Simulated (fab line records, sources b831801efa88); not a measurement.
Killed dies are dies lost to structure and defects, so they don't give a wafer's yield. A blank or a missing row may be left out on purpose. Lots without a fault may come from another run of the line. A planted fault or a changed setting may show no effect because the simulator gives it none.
fab line records | flow gf180mcu
record lots=24 wafers=72 last_day=34
route steps=602 shown PSD@258 M2@377 V2@384 MIM@509
lots that met no fault: from a run of the same line without faults
start_h: hours from the record's first day to the start of the lot's first wafer shown | wait_h: hours since the lot's step before | " the same as in the row above | L1.1+2: a row that stands for several wafers | - no value, or no start given | * or withheld: withheld | < > ~ a bound
route shown NAME@n: a module of which the file shows steps, and the number in the route of the first | usual: mean/standard deviation of fault-free wafers | same: alike in all rows | chamber/n: place in a boat | sites: the reading at each site | _std_site: their standard deviation | _edge_site: outer sites' mean less inner sites' | radius_mm: how far each site lies from the wafer's centre | mask NAME#n: copy n | behind: the tool/chamber that last shaped the wafer | hold: why the lot was held/for how many hours/how that ended | device: the transistor (n, p or np) that didn't switch | end of line: the same wafers' tests at the end of the route | a step without rows: its recipe alone | killed: dies lost to structure and defects at the first sort, not the wafer's yield | map: a wafer's dies, x killed, . not, _ none there
set.NAME: the setting as run; set.NAME@STEP: as run at that earlier step | model.NAME: the simulator's own value behind a step, which no gauge read
steps of the route over a sample of lots; a table a step, a row a wafer
services: from which hour (start_h, from the record's first day; less than 0 if before it) a tool's chamber was out of use, for how many hours, and why
## steps
# step GF_PSD_STRIP_10
# recipe chemistry=O2/N2 power_w=1400 pressure_mtorr=1500 platen_temp_c=250 o2_flow_sccm=3000 n2_flow_sccm=300 overash_fraction=0.5
# usual drypump_motor_current_A=5.8/0.55 heater_power_w=325/28 oes_product_au=0.592/0.0046 strip_time_to_endpoint_s=16.53/0.047
# columns lot.wafer tool chamber start_h wait_h drypump_motor_current_A heater_power_w oes_product_au rf_hours_counter_h strip_time_to_endpoint_s
L074.2 plasma_asher-04 0 327.46 0.1 6.2 316 0.598 55 16.59
L074.3 " 1 " " 6.6 368 0.592 - 16.58
L074.5 " 1 " " 6.5 360 0.592 - 16.58
L075.1 plasma_asher-01 0 329.46 0.1 6.2 382 0.601 61 16.50
L075.5 " 1 " " 5.9 278 0.592 - 16.48
L075.6 " 0 " " 6.2 390 0.591 - 16.49
L076.1 plasma_asher-02 0 345.42 0.1 5.0 299 0.595 22 16.58
L076.2 " 1 " " 5.8 324 0.591 22 16.57
L076.4 " 0 " " 5.0 312 0.598 - 16.56
L077.1 plasma_asher-04 1 349.57 0.1 6.6 365 0.596 57 16.50
L077.2 " 0 " " 6.3 306 0.596 57 16.47
L077.5 " 1 " " 6.5 372 0.583 - 16.49
L078.2 plasma_asher-02 0 351.26 0.1 5.0 298 0.605 23 16.49
L078.4 " 1 " " 5.8 325 0.585 - 16.51
L078.6 " 1 " " 5.8 327 0.591 - 16.51
L079.1 plasma_asher-02 1 372.01 0.1 5.8 330 0.596 25 16.60
L079.3 " 0 " " 5.0 300 0.600 - 16.57
L079.4 " 1 " " 5.8 332 0.597 - 16.57
L081.2 plasma_asher-04 0 374.31 0.1 6.3 329 0.596 60 16.56
L081.5 " 1 " " 6.5 368 0.595 - 16.55
L081.6 " 0 " " 6.3 318 0.591 - 16.55
L080.1 plasma_asher-02 1 374.96 0.1 5.8 316 0.590 26 16.59
L080.3 " 0 " " 5.0 300 0.595 - 16.51
L080.4 " 1 " " 5.8 326 0.590 - 16.55
L082.2 plasma_asher-02 0 395.41 0.1 5.0 300 0.591 28 16.62
L082.3 " 1 " " 5.8 324 0.596 - 16.62
L082.5 " 0 " " 5.0 302 0.584 - 16.59
L083.1 plasma_asher-04 1 398.07 0.1 6.5 364 0.596 62 16.49
L083.4 " 0 " " 6.2 322 0.589 - 16.50
L083.5 " 0 " " 6.2 307 0.589 - 16.47
L084.1 plasma_asher-04 1 402.97 0.1 6.6 360 0.589 63 16.52
L084.3 " 0 " " 6.2 314 0.594 - 16.57
L084.6 " 1 " " 6.6 363 0.594 - 16.54
L085.3 plasma_asher-01 1 406.99 0.1 5.9 282 0.590 - 16.46
L085.4 " 0 " " 6.2 389 0.593 - 16.42
L085.6 " 0 " " 6.2 388 0.599 - 16.49
L086.2 plasma_asher-02 1 425.27 0.1 5.8 329 0.591 31 16.52
L086.4 " 0 " " 5.0 302 0.592 - 16.55
L086.6 " 1 " " 5.8 322 0.597 - 16.48
L087.1 plasma_asher-02 0 445.41 0.1 5.0 303 0.591 33 16.52
L087.4 " 0 " " 5.0 308 0.593 - 16.55
L087.6 " 0 " " 5.0 299 0.591 - 16.57
L088.4 plasma_asher-04 0 446.61 0.1 6.2 315 0.587 - 16.50
L088.5 " 1 " " 6.6 367 0.599 - 16.53
L088.6 " 0 " " 6.2 329 0.598 - 16.53
L089.1 plasma_asher-04 1 450.85 0.1 6.6 370 0.600 68 16.56
L089.4 " 0 " " 6.2 325 0.588 - 16.59
L089.6 " 1 " " 6.5 369 0.596 - 16.61
L090.1 plasma_asher-02 0 451.15 0.1 5.0 301 0.589 34 16.59
L090.3 " 1 " " 5.9 332 0.586 - 16.57
L090.6 " 0 " " 5.0 298 0.603 - 16.59
L091.1 plasma_asher-02 1 467.66 0.1 5.8 326 0.585 35 16.50
L091.4 " 0 " " 5.0 294 0.601 - 16.51
L091.6 " 1 " " 5.8 322 0.595 - 16.48
L092.1 plasma_asher-02 1 473.76 0.1 5.8 325 0.595 36 16.50
L092.2 " 0 " " 5.0 308 0.598 36 16.56
L092.6 " 1 " " 5.8 331 0.594 - 16.50
L093.1 plasma_asher-02 0 474.25 0.1 5.0 302 0.593 36 16.51
L093.5 " 1 " " 5.8 322 0.597 - 16.52
L093.6 " 0 " " 5.0 306 0.600 - 16.51
L094.1 plasma_asher-01 1 494.36 0.1 5.9 290 0.597 6 16.49
L094.3 " 0 " " 6.2 379 0.590 - 16.52
L094.6 " 0 " " 6.2 379 0.592 - 16.52
L095.3 plasma_asher-02 0 497.69 0.1 5.0 316 0.598 - 16.55
L095.4 " 1 " " 5.9 334 0.591 - 16.56
L095.6 " 1 " " 5.8 324 0.588 - 16.54
L096.4 plasma_asher-02 1 500.56 0.1 5.8 326 0.591 - 16.49
L096.5 " 1 " " 5.8 323 0.589 - 16.47
L096.6 " 0 " " 5.0 297 0.596 - 16.53
L097.1 plasma_asher-02 0 518.55 0.1 5.0 301 0.588 41 16.41
L097.4 " 1 " " 5.8 317 0.589 - 16.44
L097.5 " 1 " " 5.8 327 0.593 - 16.49
# step GF_M2_OVL_MEAS_15
# usual M2_OVL=-2/4.7
# columns lot.wafer tool chamber start_h wait_h M2_OVL[nm]
L074.2 overlay-01 - 447.73 0.1 1
L074.3 " - " " -4
L074.5 " - " " 1
L075.1 overlay-02 - 451.32 0.1 -5
L075.5 " - " " 0
L075.6 " - " " -7
L076.1 overlay-02 - 469.22 0.1 -1
L076.2 " - " " -5
L076.4 " - " " -5
L077.1 overlay-02 - 472.22 0.1 -1
L077.2 " - " " -1
L077.5 " - " " 0
L078.2 overlay-02 - 475.97 0.1 0
L078.4 " - " " -2
L078.6 " - " " 4
L079.1 overlay-02 - 496.82 0.1 6
L079.3 " - " " 1
L079.4 " - " " -1
L081.2 overlay-02 - 499.17 0.1 -7
L081.5 " - " " -5
L081.6 " - " " -1
L080.1 overlay-01 - 501.07 0.1 -8
L080.3 " - " " 5
L080.4 " - " " -9
L082.2 overlay-01 - 521.63 0.1 -3
L082.3 " - " " -4
L082.5 " - " " 2
L083.1 overlay-02 - 523.12 0.1 3
L083.4 " - " " 2
L083.5 " - " " 2
L084.1 overlay-02 - 528.42 0.1 -6
L084.3 " - " " -6
L084.6 " - " " -2
L085.3 overlay-02 - 531.83 0.1 -12
L085.4 " - " " -8
L085.6 " - " " -5
L086.2 overlay-02 - 551.33 0.1 -1
L086.4 " - " " -8
L086.6 " - " " -6
L087.1 overlay-01 - 568.52 0.1 -2
L087.4 " - " " -3
L087.6 " - " " 0
L088.4 overlay-02 - 568.89 0.1 5
L088.5 " - " " -3
L088.6 " - " " -3
L090.1 overlay-01 - 573.72 0.1 -4
L090.3 " - " " -3
L090.6 " - " " -2
L089.1 overlay-01 - 575.27 0.1 4
L089.4 " - " " -3
L089.6 " - " " 2
L091.1 overlay-02 - 587.52 0.1 -5
L091.4 " - " " -9
L091.6 " - " " -2
L092.1 overlay-01 - 593.32 0.1 2
L092.2 " - " " -1
L092.6 " - " " 2
L093.1 overlay-02 - 593.57 0.1 -6
L093.5 " - " " -10
L093.6 " - " " -11
L094.1 overlay-01 - 612.92 0.1 3
L094.3 " - " " -5
L094.6 " - " " 4
L095.3 overlay-02 - 613.63 0.1 -3
L095.4 " - " " -7
L095.6 " - " " -4
L096.4 overlay-02 - 616.73 0.1 -8
L096.5 " - " " -2
L096.6 " - " " -5
L097.1 overlay-02 - 634.17 0.1 4
L097.4 " - " " 5
L097.5 " - " " 1
# step GF_M2_METAL_ETCH_16
# recipe chemistry=Cl2/BCl3 mask_material=KrF target_depth_nm=750.8 stop_on=SiO2 pressure_mtorr=8 icp_w=800 bias_w=140 Cl2_flow_sccm=80 bcl3_flow_sccm=40 time_s=125.1
# usual bias_w=140.0/0.42 drypump_motor_current_A=5.6/0.3 he_backside_leak_sccm=3.21/0.18 mfc_cl2_sccm=80.02/0.23 oes_product_au=0.990/0.0073 throttle_valve_pct=28.230/0.011
# same time_s=125.1
# columns lot.wafer tool chamber start_h wait_h bias_w drypump_motor_current_A he_backside_leak_sccm mfc_cl2_sccm oes_product_au rf_hours_counter_h throttle_valve_pct
L074.2 rie_metal-01 0 447.80 0.1 140.6 5.7 3.02 80.28 0.998 - 28.214
L074.3 " 0 " " 140.3 5.7 2.97 79.78 0.992 - 28.216
L074.5 " 0 " " 139.8 5.7 3.22 79.90 0.997 - 28.235
L075.1 rie_metal-03 1 451.35 0.0 139.7 5.8 3.36 79.72 0.979 1 28.246
L075.5 " 0 " " 140.1 5.8 3.37 79.62 0.994 - 28.234
L075.6 " 1 " " 139.4 5.8 3.27 79.42 0.976 - 28.245
L076.1 rie_metal-01 1 469.26 0.0 139.6 5.1 3.01 80.32 0.990 12 28.255
L076.2 " 0 " " 139.7 5.7 3.04 80.50 0.988 11 28.230
L076.4 " 0 " " 140.2 5.7 3.15 80.13 0.994 - 28.219
L077.1 rie_metal-01 0 472.25 0.0 139.8 5.7 3.15 79.79 0.999 11 28.221
L077.2 " 1 " " 140.4 5.1 3.05 79.97 1.001 12 28.224
L077.5 " 0 " " 139.3 5.7 2.95 80.14 0.999 - 28.244
L078.2 rie_metal-03 0 476.00 0.0 140.4 5.8 3.43 79.99 0.996 9 28.233
L078.4 " 0 " " 140.1 5.8 3.40 80.22 0.993 - 28.220
L078.6 " 1 " " 140.0 5.8 3.35 80.15 0.980 - 28.228
L079.1 rie_metal-04 0 496.86 0.0 140.1 5.9 3.34 80.10 0.988 5 28.246
L079.3 " 0 " " 140.3 5.9 3.34 80.24 0.989 - 28.244
L079.4 " 1 " " 139.5 5.7 3.39 79.98 0.991 - 28.212
L081.2 rie_metal-04 1 499.20 0.0 139.9 5.7 3.60 80.01 0.996 1 28.226
L081.5 " 1 " " 139.5 5.7 3.41 79.76 1.007 - 28.221
L081.6 " 0 " " 140.1 5.9 3.49 79.77 1.004 - 28.220
L080.1 rie_metal-03 0 501.11 0.0 140.1 5.8 3.38 79.66 0.994 10 28.216
L080.3 " 1 " " 140.2 5.8 3.19 79.94 0.990 - 28.223
L080.4 " 0 " " 140.3 5.8 3.10 80.01 0.998 - 28.229
L082.2 rie_metal-04 1 521.66 0.0 140.5 5.7 3.48 80.28 0.994 1 28.240
L082.3 " 1 " " 139.9 5.7 3.34 80.12 0.995 - 28.228
L082.5 " 1 " " 140.4 5.7 3.49 80.15 0.994 - 28.225
L083.1 rie_metal-03 1 523.16 0.0 140.2 5.8 3.20 80.05 0.978 3 28.237
L083.4 " 1 " " 140.1 5.8 3.17 79.96 0.978 - 28.226
L083.5 " 0 " " 139.0 5.8 3.22 80.35 0.991 - 28.230
L084.1 rie_metal-01 0 528.45 0.0 139.4 5.7 3.15 79.59 0.996 13 28.209
L084.3 " 0 " " 139.5 5.6 3.20 79.84 0.988 - 28.233
L084.6 " 0 " " 139.5 5.7 3.14 79.76 0.996 - 28.227
L085.3 rie_metal-03 1 531.90 0.1 140.2 5.8 3.30 80.15 0.974 - 28.241
L085.4 " 0 " " 140.0 5.8 3.28 80.26 0.995 - 28.222
L085.6 " 1 " " 139.6 5.8 3.14 80.24 0.976 - 28.239
L086.2 rie_metal-01 1 551.36 0.0 139.3 5.1 2.96 79.86 0.980 0 28.242
L086.4 " 0 " " 140.5 5.7 3.19 80.22 1.002 - 28.231
L086.6 " 0 " " 139.4 5.7 3.06 80.23 0.992 - 28.226
L087.1 rie_metal-03 0 568.55 0.0 140.8 5.8 3.37 79.90 0.995 11 28.226
L087.4 " 1 " " 140.2 5.8 3.08 80.70 0.975 - 28.240
L087.6 " 0 " " 140.6 5.8 3.58 79.86 0.996 - 28.198
L088.4 rie_metal-01 1 568.95 0.1 141.0 5.1 3.00 80.06 0.987 - 28.234
L088.5 " 0 " " 139.5 5.7 3.25 80.06 0.999 - 28.240
L088.6 " 1 " " 140.2 5.1 3.03 79.88 0.979 - 28.239
L090.1 rie_metal-01 0 573.75 0.0 140.5 5.7 3.04 80.13 0.994 15 28.220
L090.3 " 0 " " 140.1 5.7 3.32 80.25 0.992 - 28.220
L090.6 " 1 " " 140.1 5.1 3.18 80.16 0.976 - 28.243
L089.1 rie_metal-04 0 575.30 0.0 140.2 5.9 3.39 80.09 0.992 8 28.238
L089.4 " 0 " " 139.8 5.9 3.40 80.09 0.991 - 28.233
L089.6 " 1 " " 140.4 5.7 3.39 80.02 0.985 - 28.230
L091.1 rie_metal-03 1 587.55 0.0 140.3 5.8 3.18 79.78 0.975 4 28.241
L091.4 " 1 " " 140.2 5.8 3.16 79.86 0.975 - 28.245
L091.6 " 0 " " 140.0 5.8 3.43 80.35 0.993 - 28.233
L092.1 rie_metal-04 1 593.36 0.0 139.3 5.7 3.45 80.26 0.999 4 28.224
L092.2 " 0 " " 139.9 5.9 3.37 79.88 0.996 8 28.228
L092.6 " 1 " " 139.8 5.7 3.37 80.06 0.990 - 28.211
L093.1 rie_metal-03 1 593.60 0.0 139.9 5.8 3.17 79.50 0.980 5 28.242
L093.5 " 0 " " 140.3 5.8 3.57 80.30 1.003 - 28.227
L093.6 " 1 " " 140.5 5.8 3.45 79.78 0.975 - 28.224
L094.1 rie_metal-01 1 612.96 0.0 139.9 5.1 2.90 80.00 0.988 3 28.247
L094.3 " 1 " " 140.2 5.1 3.11 79.73 0.986 - 28.234
L094.6 " 1 " " 140.0 5.1 3.17 80.07 0.982 - 28.239
L095.3 rie_metal-01 1 613.74 0.1 140.5 5.1 2.96 79.99 0.986 - 28.224
L095.4 " 1 " " 140.6 5.1 3.02 80.11 0.982 - 28.251
L095.6 " 1 " " 141.0 5.1 3.17 80.10 0.987 - 28.242
L096.4 rie_metal-01 1 616.88 0.1 139.6 5.1 3.18 80.51 0.994 - 28.253
L096.5 " 1 " " 139.7 5.1 3.23 79.78 0.987 - 28.228
L096.6 " 1 " " 139.3 5.1 3.08 80.25 0.987 - 28.239
L097.1 rie_metal-01 0 634.21 0.0 140.3 5.7 2.89 79.94 0.993 0 28.235
L097.4 " 1 " " 139.8 5.1 3.07 79.69 0.981 - 28.226
L097.5 " 1 " " 139.8 5.1 3.09 79.91 0.985 - 28.223
# step GF_V2_CVD_02
# recipe material=SiO2 target_thk_nm=850 precursor=TEOS temp_c=400 time_s=94.851 rf_w=600
# usual heater_power_w=625/95
# same time_s=94.851
# columns lot.wafer tool chamber start_h wait_h heater_power_w
L074.2 pecvd-04 1 448.77 0.0 557
L074.3 " 2 " " 615
L074.5 " 2 " " 476
L075.1 pecvd-04 0 452.19 0.1 635
L075.5 " 2 " " 581
L075.6 " 1 " " 596
L076.1 pecvd-02 0 470.13 0.1 688
L076.2 " 1 " " 698
L076.4 " 2 " " 615
L077.1 pecvd-04 0 473.10 0.1 583
L077.2 " 2 " " 564
L077.5 " 0 " " 636
L078.2 pecvd-03 0 476.80 0.0 624
L078.4 " 1 " " 591
L078.6 " 2 " " 981
L079.1 pecvd-04 1 497.68 0.1 480
L079.3 " 2 " " 544
L079.4 " 1 " " 539
L081.2 pecvd-02 0 500.01 0.0 679
L081.5 " 2 " " 606
L081.6 " 1 " " 727
L080.1 pecvd-04 2 501.93 0.1 576
L080.3 " 0 " " 615
L080.4 " 2 " " 596
L082.2 pecvd-04 1 522.45 0.0 539
L082.3 " 0 " " 634
L082.5 " 1 " " 586
L083.1 pecvd-03 1 523.95 0.1 645
L083.4 " 0 " " 535
L083.5 " 1 " " 525
L084.1 pecvd-03 1 529.39 0.1 642
L084.3 " 2 " " 820
L084.6 " 2 " " 890
L085.3 pecvd-04 0 532.65 0.0 663
L085.4 " 0 " " 695
L085.6 " 1 " " 614
L086.2 pecvd-02 0 552.15 0.0 652
L086.4 " 2 " " 576
L086.6 " 1 " " 652
L087.1 pecvd-02 0 569.36 0.1 703
L087.4 " 2 " " 565
L087.6 " 0 " " 745
L088.4 pecvd-04 0 569.73 0.1 656
L088.5 " 2 " " 482
L088.6 " 1 " " 471
L090.1 pecvd-03 0 574.56 0.1 649
L090.3 " 1 " " 536
L090.6 " 1 " " 606
L089.1 pecvd-04 1 576.11 0.1 606
L089.4 " 2 " " 488
L089.6 " 0 " " 549
L091.1 pecvd-04 2 588.39 0.1 594
L091.4 " 2 " " 619
L091.6 " 1 " " 588
L092.1 pecvd-04 1 594.18 0.1 617
L092.2 " 2 " " 537
L092.6 " 1 " " 475
L093.1 pecvd-03 0 594.45 0.1 689
L093.5 " 0 " " 552
L093.6 " 2 " " 973
L094.1 pecvd-04 1 613.95 0.1 562
L094.3 " 0 " " 642
L094.6 " 0 " " 649
L095.3 pecvd-02 0 614.59 0.0 652
L095.4 " 1 " " 727
L095.6 " 2 " " 641
L096.4 pecvd-04 0 617.72 0.1 625
L096.5 " 2 " " 601
L096.6 " 1 " " 605
L097.1 pecvd-02 0 635.04 0.1 680
L097.4 " 0 " " 533
L097.5 " 1 " " 643
# step GF_V2_STRIP_18
# recipe chemistry=O2/N2 power_w=1400 pressure_mtorr=1500 platen_temp_c=250 o2_flow_sccm=3000 n2_flow_sccm=300 overash_fraction=0.5
# usual drypump_motor_current_A=6.0/0.48 heater_power_w=337/38 oes_product_au=0.586/0.0053
# columns lot.wafer tool chamber start_h wait_h drypump_motor_current_A heater_power_w oes_product_au rf_hours_counter_h
L074.2 plasma_asher-03 1 473.64 - 5.1 376 0.584 90
L074.3 " 0 " " 6.0 293 0.589 -
L074.5 " 1 " " 5.1 374 0.588 -
L075.1 plasma_asher-04 1 477.29 - 6.6 364 0.581 71
L075.5 " 1 " " 6.6 364 0.579 -
L075.6 " 0 " " 6.2 315 0.584 -
L076.1 plasma_asher-01 1 494.90 - 5.8 294 0.590 6
L076.2 " 0 " " 6.2 382 0.590 6
L076.4 " 1 " " 5.9 289 0.591 -
L077.1 plasma_asher-01 0 497.99 - 6.2 382 0.591 7
L077.2 " 1 " " 5.9 294 0.588 7
L077.5 " 1 " " 5.9 293 0.583 -
L078.2 plasma_asher-04 0 501.44 - 6.2 319 0.586 73
L078.4 " 1 " " 6.5 373 0.588 -
L078.6 " 0 " " 6.2 321 0.588 -
L079.1 plasma_asher-03 1 522.05 - 5.1 379 0.588 95
L079.3 " 0 " " 6.0 301 0.590 -
L079.4 " 1 " " 5.1 375 0.592 -
L081.2 plasma_asher-04 1 524.09 - 6.5 365 0.590 76
L081.5 " 0 " " 6.2 326 0.577 -
L081.6 " 1 " " 6.5 369 0.588 -
L080.1 plasma_asher-01 1 526.24 - 5.8 284 0.581 10
L080.3 " 1 " " 5.9 290 0.592 -
L080.4 " 0 " " 6.2 389 0.586 -
L082.2 plasma_asher-04 0 546.14 - 6.2 328 0.582 78
L082.3 " 0 " " 6.2 315 0.581 -
L082.5 " 1 " " 6.5 370 0.585 -
L083.1 plasma_asher-03 0 547.09 - 6.0 286 0.587 97
L083.4 " 1 " " 5.0 383 0.589 -
L083.5 " 0 " " 6.1 291 0.578 -
L084.1 plasma_asher-04 0 552.34 - 6.3 329 0.592 79
L084.3 " 0 " " 6.2 317 0.583 -
L084.6 " 1 " " 6.6 368 0.579 -
L085.3 plasma_asher-04 1 555.98 - 6.5 366 0.579 -
L085.4 " 0 " " 6.3 317 0.582 -
L085.6 " 0 " " 6.2 306 0.586 -
L086.2 plasma_asher-04 1 575.55 - 6.5 370 0.589 81
L086.4 " 0 " " 6.2 319 0.596 -
L086.6 " 0 " " 6.3 322 0.596 -
L087.1 plasma_asher-01 0 590.80 - 6.2 382 0.594 16
L087.4 " 1 " " 5.9 297 0.591 -
L087.6 " 0 " " 6.2 374 0.585 -
L088.4 plasma_asher-03 1 590.92 - 5.1 378 0.585 -
L088.5 " 1 " " 5.1 377 0.579 -
L088.6 " 0 " " 6.0 290 0.579 -
L090.1 plasma_asher-03 0 596.80 - 6.0 290 0.587 103
L090.3 " 1 " " 5.1 372 0.589 -
L090.6 " 1 " " 5.1 376 0.594 -
L089.1 plasma_asher-03 1 598.40 - 5.0 368 0.591 104
L089.4 " 0 " " 6.0 280 0.591 -
L089.6 " 1 " " 5.0 376 0.587 -
L091.1 plasma_asher-04 0 610.20 - 6.2 319 0.593 85
L091.4 " 1 " " 6.5 364 0.586 -
L091.6 " 0 " " 6.2 316 0.590 -
L092.1 plasma_asher-04 0 616.33 - 6.3 320 0.588 86
L092.2 " 1 " " 6.6 368 0.599 86
L092.6 " 0 " " 6.3 317 0.590 -
L093.1 plasma_asher-03 1 616.35 - 5.0 367 0.581 106
L093.5 " 0 " " 6.0 285 0.598 -
L093.6 " 1 " " 5.1 371 0.591 -
L094.1 plasma_asher-01 1 635.48 - 5.8 295 0.574 17
L094.3 " 1 " " 5.9 291 0.578 -
L094.6 " 1 " " 5.9 289 0.580 -
L095.3 plasma_asher-01 1 637.12 - 5.9 289 0.577 -
L095.4 " 0 " " 6.2 384 0.582 -
L095.6 " 1 " " 5.8 293 0.578 -
L096.4 plasma_asher-03 0 639.22 - 6.0 284 0.583 -
L096.5 " 0 " " 6.0 292 0.578 -
L096.6 " 1 " " 5.0 376 0.584 -
L097.1 plasma_asher-01 0 655.65 - 6.2 385 0.581 17
L097.4 " 0 " " 6.2 384 0.580 -
L097.5 " 0 " " 6.2 387 0.587 -
# step GF_MIM_THK_MEAS_06
# recipe reads=Si3N4_of_MIM_CVD_05
# usual MIM_CVD_05_THK=41.8/0.61
# columns lot.wafer tool chamber start_h wait_h MIM_CVD_05_THK[nm]
L074.2 film_metro-02 - 573.78 0.0 41.4
L074.3 " - " " 40.6
L074.5 " - " " 42.0
L075.1 film_metro-02 - 577.29 0.0 42.1
L075.5 " - " " 41.7
L075.6 " - " " 42.6
L076.1 film_metro-03 - 591.70 0.0 41.3
L076.2 " - " " 42.5
L076.4 " - " " 42.1
L077.1 film_metro-03 - 594.25 0.0 41.4
L077.2 " - " " 40.9
L077.5 " - " " 41.7
L078.2 film_metro-03 - 599.54 0.0 41.9
L078.4 " - " " 42.0
L078.6 " - " " 42.0
L079.1 film_metro-01 - 616.55 0.0 41.6
L079.3 " - " " 41.5
L079.4 " - " " 42.5
L081.2 film_metro-02 - 619.88 0.0 41.5
L081.5 " - " " 43.0
L081.6 " - " " 42.5
L080.1 film_metro-03 - 620.28 0.0 41.5
L080.3 " - " " 42.0
L080.4 " - " " 41.6
L082.2 film_metro-01 - 639.04 0.0 41.0
L082.3 " - " " 40.6
L082.5 " - " " 42.0
L083.1 film_metro-01 - 639.88 0.0 42.1
L083.4 " - " " 42.3
L083.5 " - " " 43.4
L084.1 film_metro-03 - 645.51 0.0 42.2
L084.3 " - " " 41.3
L084.6 " - " " 42.9
L085.3 film_metro-02 - 646.57 0.0 41.4
L085.4 " - " " 41.9
L085.6 " - " " 41.8
L086.2 film_metro-02 - 666.71 0.0 41.5
L086.4 " - " " 41.2
L086.6 " - " " 41.6
L088.4 film_metro-03 - 679.52 0.0 42.1
L088.5 " - " " 42.4
L088.6 " - " " 42.5
L087.1 film_metro-01 - 680.43 0.0 41.9
L087.4 " - " " 41.4
L087.6 " - " " 42.2
L090.1 film_metro-03 - 685.23 0.0 41.1
L090.3 " - " " 42.5
L090.6 " - " " 41.6
L089.1 film_metro-03 - 687.80 0.0 42.3
L089.4 " - " " 42.1
L089.6 " - " " 42.3
L091.1 film_metro-02 - 696.56 0.0 41.1
L091.4 " - " " 42.0
L091.6 " - " " 42.3
L092.1 film_metro-02 - 703.10 0.0 41.6
L092.2 " - " " 41.1
L092.6 " - " " 41.2
L093.1 film_metro-02 - 703.45 0.0 41.5
L093.5 " - " " 42.3
L093.6 " - " " 42.9
L094.1 film_metro-02 - 719.53 0.0 40.6
L094.3 " - " " 41.1
L094.6 " - " " 40.9
L095.3 film_metro-03 - 721.69 0.0 41.8
L095.4 " - " " 41.9
L095.6 " - " " 42.5
L096.4 film_metro-02 - 725.22 0.0 41.6
L096.5 " - " " 42.8
L096.6 " - " " 41.2
L097.1 film_metro-03 - 737.06 0.0 41.1
L097.4 " - " " 42.5
L097.5 " - " " 42.4
## services
# columns tool chamber start_h hours kind
pecvd-02 - 327.68 5.5 repair
pecvd-04 - 368.88 14.0 pm
pecvd-02 - 377.21 1.0 repair
plasma_asher-04 - 379.58 8.4 repair
plasma_asher-04 - 387.70 0.4 repair
pecvd-03 0 391.96 4.1 repair
plasma_asher-01 - 396.27 2.8 pm
pecvd-03 1 403.50 11.4 repair
rie_metal-04 - 407.17 2.8 pm
plasma_asher-01 - 421.25 9.0 pm
plasma_asher-03 - 431.66 2.8 pm
pecvd-03 0 435.28 14.0 repair
rie_metal-01 1 444.44 20.0 repair
rie_metal-03 1 473.21 1.2 repair
pecvd-03 1 481.08 7.5 repair
pecvd-02 2 501.60 31.9 repair
pecvd-02 - 550.42 0.5 repair
rie_metal-01 - 590.88 0.7 repair
pecvd-02 - 591.12 14.0 pm
plasma_asher-01 - 591.30 41.8 repair
pecvd-02 - 596.67 2.6 repair
plasma_asher-02 - 610.07 1.0 repair
rie_metal-03 - 611.94 15.6 pm
plasma_asher-01 - 641.17 14.4 repair
## key
fault none
